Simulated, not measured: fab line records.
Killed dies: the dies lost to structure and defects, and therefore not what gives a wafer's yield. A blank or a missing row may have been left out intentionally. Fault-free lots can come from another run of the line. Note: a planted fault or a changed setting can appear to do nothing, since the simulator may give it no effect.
Chamber matching || flow sky130 || 4 sister chambers for SKY_CONTACT_ETCH_16 on rieDiel-02
The step etches BARC in N2/H2, stops on SiO2, time 45.9 s, target depth 60 nm. 4 wafers are shown with their chamber, then 9 later ones without.

== WAFERS, EACH WITH ITS CHAMBER ==
{"wafer": "L082.3", "chamber": 3, "n2FlowSccm (sccm)": 100.6}
{"wafer": "L083.1", "chamber": 0, "n2FlowSccm (sccm)": 100.3}
{"wafer": "L083.4", "chamber": 1, "n2FlowSccm (sccm)": 99.8}
{"wafer": "L083.6", "chamber": 2, "n2FlowSccm (sccm)": 99.5}

== WAFERS WITHOUT THEIR CHAMBER ==
{"wafer": "L085.2", "n2FlowSccm (sccm)": 100.4}
{"wafer": "L085.4", "n2FlowSccm (sccm)": 99.6}
{"wafer": "L085.6", "n2FlowSccm (sccm)": 99.9}
{"wafer": "L091.4", "n2FlowSccm (sccm)": 99.7}
{"wafer": "L091.5", "n2FlowSccm (sccm)": 99.8}
{"wafer": "L091.6", "n2FlowSccm (sccm)": 100.4}
{"wafer": "L097.1", "n2FlowSccm (sccm)": 100.0}
{"wafer": "L097.2", "n2FlowSccm (sccm)": 99.2}
{"wafer": "L097.6", "n2FlowSccm (sccm)": 100.0}

== EACH ONE'S CHAMBER ==
{"wafer": "L085.2", "from the rows above": "can't be placed: 0 or 3", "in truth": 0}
{"wafer": "L085.4", "from the rows above": "can't be placed: 2 or 1", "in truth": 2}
{"wafer": "L085.6", "from the rows above": "can't be placed: 1 or 0 or 2", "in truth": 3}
{"wafer": "L091.4", "from the rows above": "can't be placed: 1 or 2", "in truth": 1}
{"wafer": "L091.5", "from the rows above": "can't be placed: 1 or 2", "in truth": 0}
{"wafer": "L091.6", "from the rows above": "can't be placed: 0 or 3", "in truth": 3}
{"wafer": "L097.1", "from the rows above": "can't be placed: 1 or 0 or 2", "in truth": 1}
{"wafer": "L097.2", "from the rows above": "can't be placed: 2 or 1", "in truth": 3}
{"wafer": "L097.6", "from the rows above": "can't be placed: 1 or 0 or 2", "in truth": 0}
Correctly placed: 0 of 9. Not placeable from these rows: 9 (in 6, the candidates include the true chamber). Number placed wrongly: 0.
How it was worked out, from the rows above alone: a wafer's distance from a chamber is the root of the sum, over the readings, of the square of ((its reading less the chamber's mean) divided by the reading's scatter). The wafer belongs to the nearest chamber; if the next one is less than 2 further off, it can't be placed. Each chamber's mean is taken over the wafers shown for it. The scatter: root of mean squared gap, hidden wafer to nearest shown wafer, with one shown wafer a chamber.
